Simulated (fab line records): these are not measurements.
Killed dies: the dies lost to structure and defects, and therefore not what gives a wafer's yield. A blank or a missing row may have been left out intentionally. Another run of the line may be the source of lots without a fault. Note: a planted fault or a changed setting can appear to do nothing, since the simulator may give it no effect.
Struck lot and sound lot, side by side ; flow sky130 ; 32 steps out of a route of 708
Sound: the wafers L911.2, L911.3, L911.6. Struck: wafer L904.4 (L904.1, L904.6, from the same lot, were not struck and are left out); the cause is given at the end.
Order at every step that has rows: each side's tool, ch and its chambers, its first start. Under that, the readings that differ: sound wafers ; struck wafers ; difference of the means ; sigmas: that difference in standard deviations of wafers without a fault.
alike: same words and numbers on both sides, and readings whose means sit less than 2 such deviations apart. not compared: any withheld reading, any reading some wafer has no value for, any bound like >300 that may hide the same value, and any number with overlapping values for which the record gives no deviation.
A row with sigmas, a row that says differs or no value, or rows on one side alone: a step with any of these is where the two part. Numbers that have no deviation but don't overlap get no sigmas and don't part them. A reading that every wafer of one side lacks parts them only if that side has two wafers or more.

first, 4 steps without rows for these wafers: SKY_LOCAL_INTERCONNECT_SOFTBAKE_07 (time 90 s); SKY_LOCAL_INTERCONNECT_EXPOSE_08 (exposes mask LI1M, target cd 170 nm); SKY_LOCAL_INTERCONNECT_PEB_09; SKY_LOCAL_INTERCONNECT_DEVELOP_10 (develop time 60 s).
SKY_LOCAL_INTERCONNECT_CD_MEAS_11: target cd 170 nm.
  sound on cdSem-02, day 35 22:33; struck on cdSem-01, day 33 14:56
  alike: cdNm
SKY_LOCAL_INTERCONNECT_OVL_MEAS_12:
  sound on overlay-02, day 35 22:40; struck on overlay-01, day 33 15:04
  alike: LOCAL_INTERCONNECT_OVL
then, 1 step without rows for these wafers: SKY_LOCAL_INTERCONNECT_ETCH_13 (etches BARC in N2/H2, stops on SiO2, time 45.9 s, target depth 60 nm).
SKY_LOCAL_INTERCONNECT_METAL_ETCH_14: etches TiN in Cl2/BCl3, stops on PSG, target depth 110 nm, time 31.4 s.
  sound on rieMetal-04 ch 1, day 35 22:50; struck on rieMetal-03 ch 1, day 33 15:10
reading;sound;struck;difference;sigmas
throttleValvePct (%);21.907 21.902 21.896;21.923;+0.021;+2
  alike: drypumpMotorCurrentA, oesProductAu
  not compared: rfHoursCounterH
SKY_LOCAL_INTERCONNECT_STRIP_15: strips in O2/N2.
  sound on plasmaAsher-01 ch 0, day 35 22:55; struck on plasmaAsher-02 ch 1, day 33 15:13
  alike: drypumpMotorCurrentA, oesProductAu, stripTimeToEndpointS
  not compared: rfHoursCounterH
then, 3 steps without rows for these wafers: SKY_LOCAL_INTERCONNECT_STRIP_16 (strips in post etch residue remover, time 1200 s); SKY_LOCAL_INTERCONNECT_CLEAN_17 (cleans in IPA, time 180 s); SKY_LOCAL_INTERCONNECT_CLEAN_18 (cleans in O3/DIW).
SKY_CONTACT_CVD_00: deposits Si3N4, target thk 75 nm.
  sound on pecvd-02 ch 0,1,2, day 35 23:31; struck on pecvd-03 ch 0, day 33 15:50
reading;sound;struck;difference;sigmas
heaterPowerW (W);883 819 797;566;-267;-2
model.Si3N4_of_CONTACT_CVD_00.thkNm (nm);74.78 75.26 77.01;31.12;-44.56;
SKY_CONTACT_THK_MEAS_01:
  sound on filmMetro-01, day 35 23:33; struck on filmMetro-04, day 33 16:06
reading;sound;struck;difference;sigmas
CONTACT_CVD_00_THK (nm);74.8 75.3 77.0;31.1;-44.6;-46
  not compared: hold
SKY_CONTACT_THK_MEAS_03:
  sound on filmMetro-02, day 35 23:41; struck on filmMetro-02, day 33 19:15
  alike: CONTACT_HDPCVD_THK
SKY_CONTACT_CMP_04: polishes SiO2.
  sound on cmp-02 ch 0,2,3, day 35 23:47; struck on cmp-02 ch 2, day 33 19:22
reading;sound;struck;difference;sigmas
motorCurrentA (A);12.5 13.1 11.9;14.2;+1.7;+2
  alike: platenRpm
SKY_CONTACT_BOW_MEAS_05:
  sound on filmMetro-04, day 36 00:03; struck on filmMetro-04, day 33 19:37
  alike: CONTACT_BOW
then, 8 steps without rows for these wafers: SKY_CONTACT_DEHYDRATE_06 (time 60 s); SKY_CONTACT_HMDS_07 (prime time 60 s); SKY_CONTACT_COAT_08 (resist thk 60 nm); SKY_CONTACT_COAT_09 (resist thk 450 nm); SKY_CONTACT_SOFTBAKE_10 (time 90 s); SKY_CONTACT_EXPOSE_11 (exposes mask CTM1, target cd 170 nm); SKY_CONTACT_PEB_12; SKY_CONTACT_DEVELOP_13 (develop time 60 s).
SKY_CONTACT_CD_MEAS_14: target cd 170 nm.
  sound on cdSem-01, day 37 01:40; struck on cdSem-01, day 34 19:29
  alike: cdNm
SKY_CONTACT_OVL_MEAS_15:
  sound on overlay-01, day 37 01:46; struck on overlay-01, day 34 19:36
  alike: CONTACT_OVL
then, 1 step without rows for these wafers: SKY_CONTACT_ETCH_16 (etches BARC in N2/H2, stops on SiO2, time 45.9 s, target depth 60 nm).
SKY_CONTACT_ETCH_17: etches SiO2 in C4F8/O2/Ar, stops on Si3N4, target depth 340 nm.
  sound on rieDiel-01 ch 2,3, day 37 01:50; struck on rieDiel-02 ch 0, day 34 19:41
  alike: oesProductAu
SKY_CONTACT_ETCH_18: etches Si3N4 in CHF3/O2, stops on TiN, time 39 s, target depth 75 nm.
  sound on rieDiel-01 ch 2,3; struck on rieDiel-02 ch 0
reading;sound;struck;difference;sigmas
oesProductAu (a.u.);0.857 0.851 0.865;0.579;-0.279;-34
throttleValvePct (%);8.792 8.813 8.796;8.711;-0.089;-10
model.etch.depthNm (nm);74.78 75.26 77.01;31.12;-44.56;
  alike: O2_flow_sccm, drypumpMotorCurrentA
  not compared: rfHoursCounterH
SKY_CONTACT_STRIP_19: strips in O2/N2.
  sound on plasmaAsher-04 ch 0,1, day 37 01:56; struck on plasmaAsher-04 ch 0, day 34 19:46
  alike: drypumpMotorCurrentA, oesProductAu, stripTimeToEndpointS
  not compared: rfHoursCounterH
next, for these wafers, 1 step has no rows: SKY_PAD_OPEN_PROBE_99.

== WHERE THEY PART ==
Last at SKY_CONTACT_ETCH_18 as far as this record goes, first at SKY_LOCAL_INTERCONNECT_METAL_ETCH_14. Later steps at which nothing parts them and some readings are alike: SKY_CONTACT_STRIP_19.

WHY: what the simulator had put in
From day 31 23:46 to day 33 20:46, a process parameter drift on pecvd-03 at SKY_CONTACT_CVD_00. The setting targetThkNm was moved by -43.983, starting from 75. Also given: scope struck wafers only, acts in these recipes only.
